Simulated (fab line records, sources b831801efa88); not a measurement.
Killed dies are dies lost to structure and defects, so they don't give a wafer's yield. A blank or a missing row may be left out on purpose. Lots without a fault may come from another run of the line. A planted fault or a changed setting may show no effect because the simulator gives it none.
Split-lot experiment | flow gf180mcu | 5 lots, 23 wafers read, on a route of 602 steps

THE SPLIT
At GF_MVPSD_IMPLANT_08, the setting dose_cm2 was moved away from the recipe's 1.5e+13 on 8 of the 23 wafers read, by -4.7% to +5.1%. The other wafers ran this setting at the recipe's value.

FROM THE SPLIT TO THE READING: what the file shows between them, 5 steps
- GF_VT_IMPLANT_IMPLANT_30 (also split here: dose_cm2)
- GF_VT_IMPLANT_STRIP_31: strips in O2/N2 (also split here: platen_temp_c)
- GF_VT_IMPLANT_TW_MEAS_32
- GF_VT_IMPLANT_DEVELOP_39: develop time 60 s (also split here: develop_time_s)
- GF_VT_IMPLANT_IMPLANT_41

THE READING
MVPSD_RS, in ohm/sq, at GF_VT_IMPLANT_RS_MEAS_49 (measures by four-point-probe). Fault-free wafers of this fab line usually give 1169.4 ohm/sq, standard deviation 2.6 ohm/sq.

wafer  | tool, chamber at the split | dose_cm2 as run | against the recipe | MVPSD_RS, ohm/sq | against lot-mates on the recipe
L074.1 | implanter-03, 0            | 1.43e+13        | -4.7%              | 1199.7           | +28.2
L074.2 | implanter-03, 0            | 1.5e+13         | recipe             | 1171.8           | -
L074.3 | implanter-03, 0            | 1.43e+13        | -4.7%              | 1199.1           | +27.6
L074.4 | implanter-03, 0            | 1.5e+13         | recipe             | 1170.8           | -
L074.5 | implanter-03, 0            | 1.5e+13         | recipe             | 1171.9           | -
L081.1 | implanter-03, 0            | 1.5e+13         | recipe             | 1167.5           | -
L081.2 | implanter-03, 0            | 1.568e+13       | +4.5%              | 1141.1           | -26.5
L081.3 | implanter-03, 0            | 1.568e+13       | +4.5%              | 1140.9           | -26.7
L081.5 | implanter-03, 0            | 1.568e+13       | +4.5%              | 1144.0           | -23.6
L081.6 | implanter-03, 0            | 1.5e+13         | recipe             | 1167.7           | -
L082.1 | implanter-01, 0            | 1.5e+13         | recipe             | 1168.9           | -
L082.2 | implanter-01, 0            | 1.577e+13       | +5.1%              | 1138.3           | -30.0
L082.4 | implanter-01, 0            | 1.5e+13         | recipe             | 1167.7           | -
L082.5 | implanter-01, 0            | 1.577e+13       | +5.1%              | 1139.9           | -28.4
L082.6 | implanter-01, 0            | 1.577e+13       | +5.1%              | 1138.8           | -29.5
L084.2 | implanter-03, 0            | 1.5e+13         | recipe             | 1171.2           | -
L084.4 | implanter-03, 0            | 1.5e+13         | recipe             | 1173.9           | -
L084.6 | implanter-03, 0            | 1.5e+13         | recipe             | 1174.7           | -
L085.1 | implanter-03, 0            | 1.5e+13         | recipe             | 1169.6           | -
L085.2 | implanter-03, 0            | 1.5e+13         | recipe             | 1169.5           | -
L085.3 | implanter-03, 0            | 1.5e+13         | recipe             | 1169.2           | -
L085.4 | implanter-03, 0            | 1.5e+13         | recipe             | 1167.4           | -
L085.6 | implanter-03, 0            | 1.5e+13         | recipe             | 1168.9           | -

THE FIT
A straight line over all 23 wafers: MVPSD_RS changes by -6.16 ohm/sq for each +1% of dose_cm2; r = -0.99; the points scatter about the line by 2 ohm/sq.
The same after taking each lot's own level away (the mean of its wafers on the recipe; 23 wafers): -5.77 ohm/sq for each +1%; r = -1.00; scatter 1 ohm/sq.
On that fit, the largest move of dose_cm2 shifts the reading by 30 ohm/sq.
The lots' own levels span 1167.60 to 1173.27 ohm/sq, that is 2.2 times the standard deviation above.
So the lot-to-lot level changes the slope little: the two slopes agree.
Check: with one of the wafers moved furthest among these (+5.1%) left out of the fit, the line predicts -29.3 ohm/sq for it against its lot-mates. It came out at -30 ohm/sq against them.

OTHER SPLITS ON THESE WAFERS
These wafers also went through other splits before the reading. Each is held against what the fit with the lots' levels taken away leaves over:
other split on the same wafers          | wafers away from the commonest value | r with MVPSD_RS (lot level and that fit taken away)
GF_STI_COAT_07 resist_thk_nm            | 11                                   | +0.11
GF_STI_SOFTBAKE_08 temp_c               | 7                                    | +0.01
GF_NWELL_IMPLANT_08 energy_kev          | 5                                    | -0.15
GF_LVPWELL_COAT_02 spin_rpm             | 8                                    | +0.19
GF_LVPWELL_IMPLANT_09 energy_kev        | 4                                    | +0.05
GF_VT_IMPLANT_IMPLANT_30 dose_cm2       | 7                                    | +0.09
GF_VT_IMPLANT_STRIP_31 platen_temp_c    | 10                                   | -0.06
GF_VT_IMPLANT_DEVELOP_39 develop_time_s | 5                                    | +0.01

THE FILE'S OWN FIT
MVPSD_RS changes by -5.77 ohm/sq for each +1% of dose_cm2, r = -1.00.
